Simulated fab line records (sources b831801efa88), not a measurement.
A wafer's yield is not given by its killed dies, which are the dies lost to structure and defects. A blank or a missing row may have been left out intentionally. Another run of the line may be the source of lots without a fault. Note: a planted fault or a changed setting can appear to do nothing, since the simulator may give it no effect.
What tool caused it? / flow gf180mcu / 42 wafers from 14 lots sampled at 4 of the route's 602 steps

WHAT EACH GAUGE READ, for each wafer
GF_MVSD_OVL_MEAS_07. Usual: MVSD_OVL gives 0.0 nm (standard deviation 1.4).
lot=L279; measured=day 4 13:17; on=overlay-02; MVSD_OVL (nm)=-0.4 -1.2 1.5; flag=
lot=L280; measured=day 4 14:53; on=overlay-01; MVSD_OVL (nm)=-2.0 0.3 0.8; flag=
lot=L281; measured=day 4 23:17; on=overlay-01; MVSD_OVL (nm)=1.2 -1.2 -0.3; flag=
lot=L282; measured=day 5 02:53; on=overlay-02; MVSD_OVL (nm)=2.1 2.6 2.3; flag=
lot=L283; measured=day 5 08:48; on=overlay-01; MVSD_OVL (nm)=-2.3 0.7 0.2; flag=
lot=L284; measured=day 5 14:59; on=overlay-02; MVSD_OVL (nm)=-0.3 -0.3 0.5; flag=
lot=L286; measured=day 6 01:25; on=overlay-01; MVSD_OVL (nm)=4.3 0.6 1.3; flag=
lot=L287; measured=day 6 07:44; on=overlay-02; MVSD_OVL (nm)=0.0 -0.1 0.6; flag=
lot=L294; measured=day 8 03:14; on=overlay-01; MVSD_OVL (nm)=1.0 0.0 0.2; flag=
lot=L295; measured=day 8 14:54; on=overlay-02; MVSD_OVL (nm)=0.7 -2.0 -1.2; flag=
lot=L297; measured=day 8 20:56; on=overlay-02; MVSD_OVL (nm)=0.5 -0.6 -0.8; flag=
lot=L298; measured=day 9 00:10; on=overlay-02; MVSD_OVL (nm)=-0.4 1.4 -0.7; flag=
lot=L299; measured=day 9 05:13; on=overlay-01; MVSD_OVL (nm)=3.4 1.4 2.2; flag=
lot=L301; measured=day 9 17:05; on=overlay-01; MVSD_OVL (nm)=0.3 -2.1 0.9; flag=

GF_VT_IMPLANT_TW_MEAS_10. Usual: VT_IMPLANT_TW gives 561 (standard deviation 5.2).
lot=L279; measured=day 5 18:09; on=film metro-03; VT_IMPLANT_TW=556 558 554; flag=
lot=L280; measured=day 5 19:09; on=film metro-04; VT_IMPLANT_TW=564 567 566; flag=
lot=L281; measured=day 6 04:49; on=film metro-03; VT_IMPLANT_TW=558 558 554; flag=
lot=L282; measured=day 6 09:17; on=film metro-03; VT_IMPLANT_TW=556 558 555; flag=
lot=L283; measured=day 6 19:32; on=film metro-04; VT_IMPLANT_TW=566 565 563; flag=
lot=L284; measured=day 6 22:27; on=film metro-03; VT_IMPLANT_TW=559 558 556; flag=
lot=L286; measured=day 7 08:08; on=film metro-03; VT_IMPLANT_TW=556 554 555; flag=
lot=L287; measured=day 7 15:04; on=film metro-04; VT_IMPLANT_TW=566 568 568; flag=
lot=L294; measured=day 9 13:39; on=film metro-04; VT_IMPLANT_TW=561 562 563; flag=
lot=L295; measured=day 10 01:05; on=film metro-04; VT_IMPLANT_TW=568 572 570; flag=
lot=L297; measured=day 10 08:58; on=film metro-03; VT_IMPLANT_TW=554 556 555; flag=
lot=L298; measured=day 10 12:48; on=film metro-01; VT_IMPLANT_TW=563 563 560; flag=
lot=L299; measured=day 10 17:57; on=film metro-03; VT_IMPLANT_TW=555 557 556; flag=
lot=L301; measured=day 11 06:22; on=film metro-04; VT_IMPLANT_TW=570 568 567; flag=

WHAT TOOL EACH LOT RAN ON (gives the tool, then ch and the chambers of the sampled wafers, and finally the start)
lot=L279; GF_NWELL_IMPLANT_09=implanter-04 ch 0, day 3 10:09; GF_MVPSD_STRIP_10=plasma asher-02 ch 1, day 5 03:39
lot=L280; GF_NWELL_IMPLANT_09=implanter-02 ch 0, day 3 12:03; GF_MVPSD_STRIP_10=plasma asher-03 ch 0,1, day 5 04:57
lot=L281; GF_NWELL_IMPLANT_09=implanter-02 ch 0, day 3 19:48; GF_MVPSD_STRIP_10=plasma asher-01 ch 0,1, day 5 13:45
lot=L282; GF_NWELL_IMPLANT_09=implanter-02 ch 0, day 3 23:52; GF_MVPSD_STRIP_10=plasma asher-03 ch 0,1, day 5 17:50
lot=L283; GF_NWELL_IMPLANT_09=implanter-04 ch 0, day 4 04:55; GF_MVPSD_STRIP_10=plasma asher-02 ch 0,1, day 6 00:01
lot=L284; GF_NWELL_IMPLANT_09=implanter-04 ch 0, day 4 11:39; GF_MVPSD_STRIP_10=plasma asher-02 ch 0,1, day 6 06:35
lot=L286; GF_NWELL_IMPLANT_09=implanter-04 ch 0, day 4 20:47; GF_MVPSD_STRIP_10=plasma asher-03 ch 0,1, day 6 16:51
lot=L287; GF_NWELL_IMPLANT_09=implanter-04 ch 0, day 5 02:43; GF_MVPSD_STRIP_10=plasma asher-01 ch 0,1, day 6 23:20
lot=L294; GF_NWELL_IMPLANT_09=implanter-02 ch 0, day 6 19:44; GF_MVPSD_STRIP_10=plasma asher-02 ch 0,1, day 8 20:19
lot=L295; GF_NWELL_IMPLANT_09=implanter-02 ch 0, day 7 06:34; GF_MVPSD_STRIP_10=plasma asher-01 ch 0,1, day 9 07:38
lot=L297; GF_NWELL_IMPLANT_09=implanter-02 ch 0, day 7 12:06; GF_MVPSD_STRIP_10=plasma asher-02 ch 0,1, day 9 14:49
lot=L298; GF_NWELL_IMPLANT_09=implanter-04 ch 0, day 7 15:42; GF_MVPSD_STRIP_10=plasma asher-01 ch 0,1, day 9 18:22
lot=L299; GF_NWELL_IMPLANT_09=implanter-04 ch 0, day 7 20:00; GF_MVPSD_STRIP_10=plasma asher-03 ch 0,1, day 9 23:15
lot=L301; GF_NWELL_IMPLANT_09=implanter-04 ch 0, day 8 07:39; GF_MVPSD_STRIP_10=plasma asher-02 ch 0,1, day 10 11:23
- GF_NWELL_IMPLANT_09
- GF_MVPSD_STRIP_10: strips in O2/N2.

WHAT THE TOOLS THEMSELVES READ (means of the sampled wafers that have a number; where no wafer has one, the mark that the record gives instead)
GF_NWELL_IMPLANT_09. Usual: beam energy keV 160.00, standard deviation 0.043.
lot=L279; tool=implanter-04; beam energy keV=160.03; flag=
lot=L280; tool=implanter-02; beam energy keV=160.01; flag=
lot=L281; tool=implanter-02; beam energy keV=160.00; flag=
lot=L282; tool=implanter-02; beam energy keV=159.98; flag=
lot=L283; tool=implanter-04; beam energy keV=160.03; flag=
lot=L284; tool=implanter-04; beam energy keV=159.99; flag=
lot=L286; tool=implanter-04; beam energy keV=159.97; flag=
lot=L287; tool=implanter-04; beam energy keV=160.01; flag=
lot=L294; tool=implanter-02; beam energy keV=159.99; flag=
lot=L295; tool=implanter-02; beam energy keV=184.61; flag=OFF
lot=L297; tool=implanter-02; beam energy keV=184.57; flag=OFF
lot=L298; tool=implanter-04; beam energy keV=160.03; flag=
lot=L299; tool=implanter-04; beam energy keV=160.05; flag=
lot=L301; tool=implanter-04; beam energy keV=159.98; flag=

GF_MVPSD_STRIP_10. Usual: drypump motor current A 5.8 A, standard deviation 0.59; heater power w 346 W, standard deviation 35; oes product au 0.723 a.u., standard deviation 0.0046; strip time to endpoint s 36.95 s, standard deviation 0.088.
lot=L279; tool=plasma asher-02; drypump motor current A (A)=6.4; heater power w (W)=332; oes product au (a.u.)=0.722; strip time to endpoint s (s)=36.98; flag=
lot=L280; tool=plasma asher-03; drypump motor current A (A)=4.8; heater power w (W)=377; oes product au (a.u.)=0.726; strip time to endpoint s (s)=36.94; flag=
lot=L281; tool=plasma asher-01; drypump motor current A (A)=5.6; heater power w (W)=335; oes product au (a.u.)=0.719; strip time to endpoint s (s)=36.95; flag=
lot=L282; tool=plasma asher-03; drypump motor current A (A)=4.8; heater power w (W)=386; oes product au (a.u.)=0.722; strip time to endpoint s (s)=36.86; flag=
lot=L283; tool=plasma asher-02; drypump motor current A (A)=6.4; heater power w (W)=335; oes product au (a.u.)=0.722; strip time to endpoint s (s)=37.02; flag=
lot=L284; tool=plasma asher-02; drypump motor current A (A)=6.3; heater power w (W)=319; oes product au (a.u.)=0.721; strip time to endpoint s (s)=36.81; flag=
lot=L286; tool=plasma asher-03; drypump motor current A (A)=4.8; heater power w (W)=374; oes product au (a.u.)=0.717; strip time to endpoint s (s)=37.03; flag=
lot=L287; tool=plasma asher-01; drypump motor current A (A)=5.6; heater power w (W)=361; oes product au (a.u.)=0.722; strip time to endpoint s (s)=37.03; flag=
lot=L294; tool=plasma asher-02; drypump motor current A (A)=6.3; heater power w (W)=323; oes product au (a.u.)=0.724; strip time to endpoint s (s)=36.99; flag=
lot=L295; tool=plasma asher-01; drypump motor current A (A)=5.6; heater power w (W)=366; oes product au (a.u.)=0.721; strip time to endpoint s (s)=36.92; flag=
lot=L297; tool=plasma asher-02; drypump motor current A (A)=6.4; heater power w (W)=343; oes product au (a.u.)=0.722; strip time to endpoint s (s)=36.87; flag=
lot=L298; tool=plasma asher-01; drypump motor current A (A)=5.6; heater power w (W)=363; oes product au (a.u.)=0.722; strip time to endpoint s (s)=36.88; flag=
lot=L299; tool=plasma asher-03; drypump motor current A (A)=4.8; heater power w (W)=383; oes product au (a.u.)=0.722; strip time to endpoint s (s)=36.98; flag=
lot=L301; tool=plasma asher-02; drypump motor current A (A)=6.3; heater power w (W)=324; oes product au (a.u.)=0.718; strip time to endpoint s (s)=36.98; flag=

THE ANSWER, worked out from the rows above alone
Rule: take the mean of a lot's wafers that have a number; if it is more than 3 standard deviations from the usual mean, the lot is off. A lot without any number at a reading at which 4 lots or more have one is off too. Where the step has rows for the other lots, those lots are counted as sound. First the gauges in route order, then the tools' own readings, where a lot's mean is used as printed above. At the first step where some lot is off, the reading lying furthest off is the one used; lots without a number count as furthest.
Off, at GF_NWELL_IMPLANT_09 on beam energy keV: L295, L297.
If a tool, at that step or one of the process steps before it, ran each lot that is off and ran no sound lot following the first of them, it fits. One fits: GF_NWELL_IMPLANT_09 on implanter-02. Its last sound lot is L294 (day 6 19:44), its first lot that is off L295 (day 7 06:34): a fault that began between those two fits.
The tool's own readings at GF_NWELL_IMPLANT_09 bear it out: on the lots that are off they differ by more than 5 times the standard deviation of the sound lots' means. beam energy keV reads 184.59 there against 160.01 on the sound lots.

WHAT WAS PUT IN BY THE SIMULATOR
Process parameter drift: implanter-02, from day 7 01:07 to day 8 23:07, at GF_NWELL_IMPLANT_09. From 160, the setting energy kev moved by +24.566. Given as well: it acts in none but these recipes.
Struck lots among those shown: L295, L297. The rule above reached the same finding.
